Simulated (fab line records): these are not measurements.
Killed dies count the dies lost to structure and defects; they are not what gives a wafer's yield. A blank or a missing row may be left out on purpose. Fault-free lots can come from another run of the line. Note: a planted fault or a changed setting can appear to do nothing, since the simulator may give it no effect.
fab line records ; flow sky130
record: lots: 11; wafers: 32; last_day: 51
route steps=708 shown DNWELL@44 PWDE@54 LDD_LDN@296 METAL4@600
lots untouched by any fault: they come from a run of this same line in which no faults occurred
start_h: the number of hours between the record's first day and the start of the first shown wafer of the lot ; wait_h: how many hours have passed since the lot's step before this one ; " the same as in the row above ; L1.1+2: one row covering several wafers at once ; - no value, or no start was given ; * or withheld: withheld ; < > ~ a bound
route shown NAME@n: names a module that has steps shown in the file, with the first one's number in the route ; usual: mean and standard deviation over wafers with no fault ; same: alike in all rows ; chamber/n: place in a boat ; sites: readings site by site ; _std_site: standard deviation of those values ; _edge_site: mean of outer sites minus mean of inner sites ; radius_mm: for every site, how far away it sits from the centre of the wafer ; mask NAME#n: copy n ; behind: the tool/chamber that last shaped the wafer ; hold: why the lot was held/for how many hours/how that ended ; device: the n, p or np transistor that did not switch ; end of line: at the end of the route, the tests of the same wafers ; a step without rows: its recipe alone ; killed: dies lost to structure and defects at the first sort, not the wafer's yield ; map: per-die view of a wafer (x killed, . not killed, _ where there is no die)
set.NAME: the setting as run; set.NAME@STEP: as run at that earlier step ; model.NAME: the simulator's own value behind a step, which no gauge read
one table for each step of the route and one row for each wafer, over a sample of lots
services: a tool's chamber out of use, with start hour (start_h, from the record's first day; less than 0 if before it), hours out, and reason
== steps ==
step: SKY_DNWELL_TW_MEAS_09
usual: DNWELL_TW: 1116/12
lot.wafer;tool;chamber;start_h;wait_h;DNWELL_TW
L728.1;film_metro-01;-;56.25;0.1;1124
L728.3;film_metro-01;-;56.25;0.1;1121
L728.6;film_metro-01;-;56.25;0.1;1122
L729.1;film_metro-01;-;60.60;0.1;1121
L729.4;film_metro-01;-;60.60;0.1;1118
L729.5;film_metro-01;-;60.60;0.1;1119
L731.1;film_metro-04;-;68.77;0.1;1139
L731.4;film_metro-04;-;68.77;0.1;1136
L731.6;film_metro-04;-;68.77;0.1;1139
L732.1;film_metro-01;-;74.35;0.1;1112
L732.5;film_metro-01;-;74.35;0.1;1105
L732.6;film_metro-01;-;74.35;0.1;1115
L733.4;film_metro-01;-;81.09;0.1;1124
L733.5;film_metro-01;-;81.09;0.1;1122
L733.6;film_metro-01;-;81.09;0.1;1123
L734.2;film_metro-01;-;88.16;0.1;1116
L734.3;film_metro-01;-;88.16;0.1;1112
L734.4;film_metro-01;-;88.16;0.1;1112
L735.1;film_metro-04;-;92.66;0.1;1135
L735.2;film_metro-04;-;92.66;0.1;1129
L735.5;film_metro-04;-;92.66;0.1;1132
L736.3;film_metro-04;-;98.62;0.1;1142
L736.4;film_metro-04;-;98.62;0.1;1140
L736.6;film_metro-04;-;98.62;0.1;1141
L739.3;film_metro-01;-;116.22;0.1;1115
L739.4;film_metro-01;-;116.22;0.1;1112
L739.6;film_metro-01;-;116.22;0.1;1119
L742.3;film_metro-03;-;132.42;0.1;1104
L742.6;film_metro-03;-;132.42;0.1;1102
L751.2;film_metro-03;-;174.12;0.1;1111
L751.3;film_metro-03;-;174.12;0.1;1111
L751.5;film_metro-03;-;174.12;0.1;1115
step: SKY_PWDE_STRIP_09
recipe: chemistry: O2/N2; power_w: 1400; pressure_mtorr: 1500; platen_temp_c: withheld; o2_flow_sccm: 3000; n2_flow_sccm: 300; overash_fraction: 0.5
usual: drypump_motor_current_A: 5.8/0.48; oes_product_au: 0.723/0.0043; strip_time_to_endpoint_s: 37.00/0.11
lot.wafer;tool;chamber;start_h;wait_h;drypump_motor_current_A;oes_product_au;rf_hours_counter_h;strip_time_to_endpoint_s
L728.1;plasma_asher-01;1;73.77;0.1;6.2;0.717;33;36.97
L728.3;plasma_asher-01;0;73.77;0.1;5.4;0.731;-;36.98
L728.6;plasma_asher-01;0;73.77;0.1;5.4;0.723;-;37.02
L729.1;plasma_asher-01;0;78.07;0.1;5.4;0.723;34;36.99
L729.4;plasma_asher-01;1;78.07;0.1;6.2;0.728;-;36.99
L729.5;plasma_asher-01;1;78.07;0.1;6.2;0.719;-;37.00
L731.1;plasma_asher-02;0;87.08;0.1;6.2;0.718;40;37.13
L731.4;plasma_asher-02;1;87.08;0.1;4.7;0.718;-;37.21
L731.6;plasma_asher-02;1;87.08;0.1;4.7;0.721;-;37.23
L732.1;plasma_asher-03;0;91.92;0.1;5.6;0.723;42;37.02
L732.5;plasma_asher-03;0;91.92;0.1;5.6;0.719;-;36.95
L732.6;plasma_asher-03;1;91.92;0.1;6.3;0.727;-;36.99
L733.4;plasma_asher-03;1;99.52;0.1;6.2;0.727;-;37.15
L733.5;plasma_asher-03;1;99.52;0.1;6.2;0.720;-;37.19
L733.6;plasma_asher-03;0;99.52;0.1;5.6;0.721;-;37.03
L734.2;plasma_asher-01;0;105.48;0.1;5.4;0.725;36;37.09
L734.3;plasma_asher-01;0;105.48;0.1;5.4;0.725;-;37.17
L734.4;plasma_asher-01;1;105.48;0.1;6.2;0.726;-;37.14
L735.1;plasma_asher-01;0;110.44;0.1;5.4;0.720;37;37.01
L735.2;plasma_asher-01;1;110.44;0.1;6.2;0.727;37;37.20
L735.5;plasma_asher-01;1;110.44;0.1;6.2;0.730;-;37.00
L736.3;plasma_asher-01;1;116.67;0.1;6.2;0.721;-;36.96
L736.4;plasma_asher-01;0;116.67;0.1;5.4;0.719;-;36.88
L736.6;plasma_asher-01;0;116.67;0.1;5.4;0.723;-;37.06
L739.3;plasma_asher-03;0;135.55;0.1;5.6;0.726;-;36.90
L739.4;plasma_asher-03;1;135.55;0.1;6.3;0.725;-;36.88
L739.6;plasma_asher-03;0;135.55;0.1;5.6;0.726;-;36.86
L742.3;plasma_asher-02;0;152.37;0.1;6.2;0.715;-;36.84
L742.6;plasma_asher-02;1;152.37;0.1;4.7;0.725;-;36.88
L751.2;plasma_asher-01;1;196.14;0.1;6.2;0.717;46;37.05
L751.3;plasma_asher-01;1;196.14;0.1;6.2;0.730;-;37.13
L751.5;plasma_asher-01;0;196.14;0.1;5.4;0.715;-;37.06
step: SKY_LDD_LDN_OVL_MEAS_07
usual: LDD_LDN_OVL: -0.4/1.5
lot.wafer;tool;chamber;start_h;wait_h;LDD_LDN_OVL[nm]
L728.1;overlay-01;-;545.35;0.1;-0.1
L728.3;overlay-01;-;545.35;0.1;-0.4
L728.6;overlay-01;-;545.35;0.1;-0.4
L729.1;overlay-01;-;560.34;0.1;1.1
L729.4;overlay-01;-;560.34;0.1;-1.5
L729.5;overlay-01;-;560.34;0.1;-2.3
L731.1;overlay-01;-;571.19;0.1;-3.6
L731.4;overlay-01;-;571.19;0.1;-2.8
L731.6;overlay-01;-;571.19;0.1;-2.4
L732.1;overlay-02;-;582.38;0.1;1.0
L732.5;overlay-02;-;582.38;0.1;1.3
L732.6;overlay-02;-;582.38;0.1;-1.0
L733.4;overlay-01;-;588.77;0.1;-2.0
L733.5;overlay-01;-;588.77;0.1;-1.7
L733.6;overlay-01;-;588.77;0.1;2.2
L734.2;overlay-01;-;596.99;0.1;-2.7
L734.3;overlay-01;-;596.99;0.1;-3.0
L734.4;overlay-01;-;596.99;0.1;-3.2
L735.1;overlay-02;-;607.03;0.1;1.9
L735.2;overlay-02;-;607.03;0.1;1.8
L735.5;overlay-02;-;607.03;0.1;-0.3
L736.3;overlay-01;-;625.69;0.1;-0.4
L736.4;overlay-01;-;625.69;0.1;-1.4
L736.6;overlay-01;-;625.69;0.1;-2.1
L739.3;overlay-01;-;653.66;0.1;-2.8
L739.4;overlay-01;-;653.66;0.1;-1.6
L739.6;overlay-01;-;653.66;0.1;-0.5
L742.3;overlay-01;-;682.01;0.1;1.1
L742.6;overlay-01;-;682.01;0.1;0.0
L751.2;overlay-01;-;737.44;0.1;1.4
L751.3;overlay-01;-;737.44;0.1;-1.2
L751.5;overlay-01;-;737.44;0.1;-1.5
step: SKY_METAL4_SPUTTER_02
recipe: material: AlCu; target_thk_nm: 735; power_w: 10600; time_s: 39.1; chamber_pressure_pa: 0.4
usual: throttle_valve_pct: 30.2/1.2
lot.wafer;tool;chamber;start_h;wait_h;throttle_valve_pct
L728.1;pvd_sputter-02;-;966.36;0.0;28.3
L728.3;pvd_sputter-02;-;966.36;0.0;29.5
L728.6;pvd_sputter-02;-;966.36;0.0;29.4
L729.1;pvd_sputter-01;-;977.53;0.0;32.1
L729.4;pvd_sputter-01;-;977.53;0.0;31.2
L729.5;pvd_sputter-01;-;977.53;0.0;31.1
L731.1;pvd_sputter-02;-;984.98;0.0;30.7
L731.4;pvd_sputter-02;-;984.98;0.0;29.6
L731.6;pvd_sputter-02;-;984.98;0.0;28.7
L732.1;pvd_sputter-01;-;992.71;0.0;31.0
L732.5;pvd_sputter-01;-;992.71;0.0;31.1
L732.6;pvd_sputter-01;-;992.71;0.0;32.1
L733.4;pvd_sputter-03;-;997.81;0.0;29.7
L733.5;pvd_sputter-03;-;997.81;0.0;30.2
L733.6;pvd_sputter-03;-;997.81;0.0;29.9
L734.2;pvd_sputter-02;-;1005.69;0.0;28.4
L734.3;pvd_sputter-02;-;1005.69;0.0;29.3
L734.4;pvd_sputter-02;-;1005.69;0.0;30.1
L735.1;pvd_sputter-01;-;1017.32;0.0;31.7
L735.2;pvd_sputter-01;-;1017.32;0.0;31.4
L735.5;pvd_sputter-01;-;1017.32;0.0;31.3
L736.3;pvd_sputter-03;-;1028.01;0.0;27.9
L736.4;pvd_sputter-03;-;1028.01;0.0;28.1
L736.6;pvd_sputter-03;-;1028.01;0.0;28.0
L739.3;pvd_sputter-01;-;1048.56;0.0;31.6
L739.4;pvd_sputter-01;-;1048.56;0.0;31.1
L739.6;pvd_sputter-01;-;1048.56;0.0;30.8
L742.3;pvd_sputter-01;-;1071.94;0.0;31.6
L742.6;pvd_sputter-01;-;1071.94;0.0;31.0
L751.2;pvd_sputter-02;-;1108.43;0.0;30.1
L751.3;pvd_sputter-02;-;1108.43;0.0;28.5
L751.5;pvd_sputter-02;-;1108.43;0.0;29.5
step: SKY_METAL4_METAL_ETCH_18
recipe: target_depth_a: 8450; stop_on: SiO2; over_etch_frac: 0.3; time_s: 183.1; chemistry: Cl2/BCl3; resist_sidewall_deg: 88; pressure_mtorr: 10; icp_w: 900; bias_w: 48.5; Cl2_flow_sccm: 60; bcl3_flow_sccm: 30
usual: bias_w: 48.47/0.13; drypump_motor_current_A: 5.3/0.51; oes_product_au: 0.868/0.0064; throttle_valve_pct: 22.265/0.0094
lot.wafer;tool;chamber;start_h;wait_h;bias_w;drypump_motor_current_A;oes_product_au;rf_hours_counter_h;throttle_valve_pct
L728.1;rie_metal-03;1;1016.51;0.0;48.44;4.6;0.869;19;22.265
L728.3;rie_metal-03;1;1016.51;0.0;48.56;4.6;0.872;-;22.263
L728.6;rie_metal-03;1;1016.51;0.0;48.55;4.7;0.869;-;22.265
L729.1;rie_metal-03;1;1025.64;0.0;48.35;4.7;0.864;21;22.257
L729.4;rie_metal-03;1;1025.64;0.0;48.47;4.7;0.873;-;22.274
L729.5;rie_metal-03;1;1025.64;0.0;48.63;4.7;0.866;-;22.276
L731.1;rie_metal-03;1;1033.36;0.0;48.53;4.7;0.871;22;22.267
L731.4;rie_metal-03;1;1033.36;0.0;48.54;4.7;0.868;-;22.253
L731.6;rie_metal-03;1;1033.36;0.0;48.64;4.7;0.865;-;22.284
L732.1;rie_metal-03;1;1039.95;0.0;48.25;4.7;0.854;23;22.277
L732.5;rie_metal-03;1;1039.95;0.0;48.55;4.7;0.862;-;22.271
L732.6;rie_metal-03;1;1039.95;0.0;48.33;4.7;0.855;-;22.248
L733.4;rie_metal-03;0;1046.65;0.2;48.49;5.8;0.871;-;22.277
L733.5;rie_metal-03;0;1046.65;0.2;48.49;5.8;0.879;-;22.262
L733.6;rie_metal-03;0;1046.65;0.2;48.60;5.8;0.866;-;22.265
L734.2;rie_metal-01;1;1053.49;0.1;48.48;5.4;0.856;-;22.251
L734.3;rie_metal-01;1;1053.49;0.1;48.41;5.3;0.875;-;22.261
L734.4;rie_metal-01;1;1053.49;0.1;48.46;5.4;0.869;-;22.263
L735.1;rie_metal-03;0;1062.86;0.0;48.61;5.8;0.862;2;22.257
L735.2;rie_metal-03;0;1062.86;0.0;48.53;5.8;0.871;-;22.262
L735.5;rie_metal-03;0;1062.86;0.0;48.37;5.8;0.873;-;22.246
L736.3;rie_metal-03;1;1075.45;0.1;48.56;4.7;0.869;-;22.287
L736.4;rie_metal-03;0;1075.45;0.1;48.57;5.8;0.873;-;22.256
L736.6;rie_metal-03;0;1075.45;0.1;48.49;5.8;0.874;-;22.267
L739.3;rie_metal-03;0;1094.75;0.1;48.63;5.8;0.862;-;22.265
L739.4;rie_metal-03;1;1094.75;0.1;48.32;4.6;0.868;-;22.261
L739.6;rie_metal-03;0;1094.75;0.1;48.46;5.8;0.857;-;22.250
L742.3;rie_metal-03;1;1116.76;0.1;48.43;4.6;0.861;-;22.272
L742.6;rie_metal-03;1;1116.76;0.1;48.76;4.6;0.735;-;22.271
L751.2;rie_metal-01;0;1149.99;0.0;48.72;6.1;0.869;5;22.277
L751.3;rie_metal-01;0;1149.99;0.0;48.30;6.2;0.869;-;22.261
L751.5;rie_metal-01;0;1149.99;0.0;48.52;6.2;0.864;-;22.285
== services ==
tool;chamber;start_h;hours;kind
pvd_sputter-01;-;132.81;1.9;repair
plasma_asher-01;-;136.31;2.0;repair
pvd_sputter-01;-;158.03;0.9;repair
pvd_sputter-01;-;164.48;1.5;repair
rie_metal-03;1;186.48;2.3;repair
plasma_asher-01;-;200.92;0.8;repair
plasma_asher-01;-;264.97;2.8;pm
pvd_sputter-01;-;329.23;6.3;repair
rie_metal-03;-;386.84;1.4;repair
pvd_sputter-01;-;406.52;0.5;repair
plasma_asher-01;-;421.25;9.0;pm
plasma_asher-01;-;517.58;0.3;repair
pvd_sputter-01;-;527.47;0.8;repair
pvd_sputter-01;-;538.19;3.2;repair
rie_metal-03;-;620.44;2.8;pm
plasma_asher-01;-;646.88;2.3;repair
rie_metal-03;1;655.21;10.9;repair
rie_metal-03;-;683.84;14.6;pm
rie_metal-03;0;756.70;1.1;repair
rie_metal-03;1;760.46;7.8;repair
plasma_asher-01;-;884.84;2.0;repair
plasma_asher-01;-;949.62;14.6;pm
rie_metal-03;1;979.39;12.3;repair
rie_metal-03;-;1053.67;0.7;repair
== key ==
first_sign: step: SKY_METAL4_METAL_ETCH_18; reading: oes_product_au; direction: down; sigmas: 21; usual: 0.868; struck: 0.735
effect none on later readings
met_at SKY_METAL4_SPUTTER_02
struck_lots L742
struck_wafers L742.6
not_acting_at SKY_DNWELL_TW_MEAS_09,SKY_PWDE_STRIP_09,SKY_LDD_LDN_OVL_MEAS_07
onset_between 1048.56 1071.94
fault: kind: process_parameter_drift; tool: pvd_sputter-01; chamber: -; onset_h: 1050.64; steps: SKY_METAL4_SPUTTER_02; channel: target_thk_nm; offset: -211.44; shape: step; end_h: 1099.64; scope: struck_wafers_only; acts_in: these_recipes_only; stated: 735
